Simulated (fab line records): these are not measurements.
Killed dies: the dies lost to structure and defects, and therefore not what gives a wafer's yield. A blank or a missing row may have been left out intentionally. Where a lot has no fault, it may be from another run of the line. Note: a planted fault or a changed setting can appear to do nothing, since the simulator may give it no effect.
Matching of chambers -- flow gf180mcu -- GF_PASSIVATION_CVD_00 on pecvd-02: 3 sister chambers
The step deposits SiO2 from TEOS, target thk 1000 nm, time 111.95 s. 3 wafers are shown with their chamber, then 9 later ones without.

## EACH WAFER AND ITS CHAMBER
wafer,chamber,heater power w (W)
L089.4,0,612
L089.5,2,660
L089.6,1,732

## WAFERS WHOSE CHAMBER IS MISSING
wafer,heater power w (W)
L093.3,740
L093.4,788
L093.6,721
L096.1,668
L096.2,906
L096.3,792
L096.4,773
L096.5,642
L096.6,707

## THE CHAMBER EACH PASSED THROUGH
wafer,from the rows above,in truth
L093.3,can't be placed: 1 or 2 or 0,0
L093.4,can't be placed: 1 or 2 or 0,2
L093.6,can't be placed: 1 or 2 or 0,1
L096.1,can't be placed: 2 or 0 or 1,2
L096.2,can't be placed: 1 or 2 or 0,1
L096.3,can't be placed: 1 or 2 or 0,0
L096.4,can't be placed: 1 or 2 or 0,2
L096.5,can't be placed: 2 or 0 or 1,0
L096.6,can't be placed: 1 or 2 or 0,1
0 of 9 placed correctly. These rows do not allow placing 9 (true chamber among the candidates in 9). Placed wrongly: 0.
How it was worked out, from the rows above alone: a wafer's distance from a chamber is the root of the sum, over the readings, of the square of ((its reading less the chamber's mean) divided by the reading's scatter). If the next closest chamber is less than 2 further off than the closest, the wafer can't be placed; otherwise it belongs to the closest. A chamber's mean is the mean of its shown wafers. The scatter: root of mean squared gap, hidden wafer to nearest shown wafer, with one shown wafer a chamber.
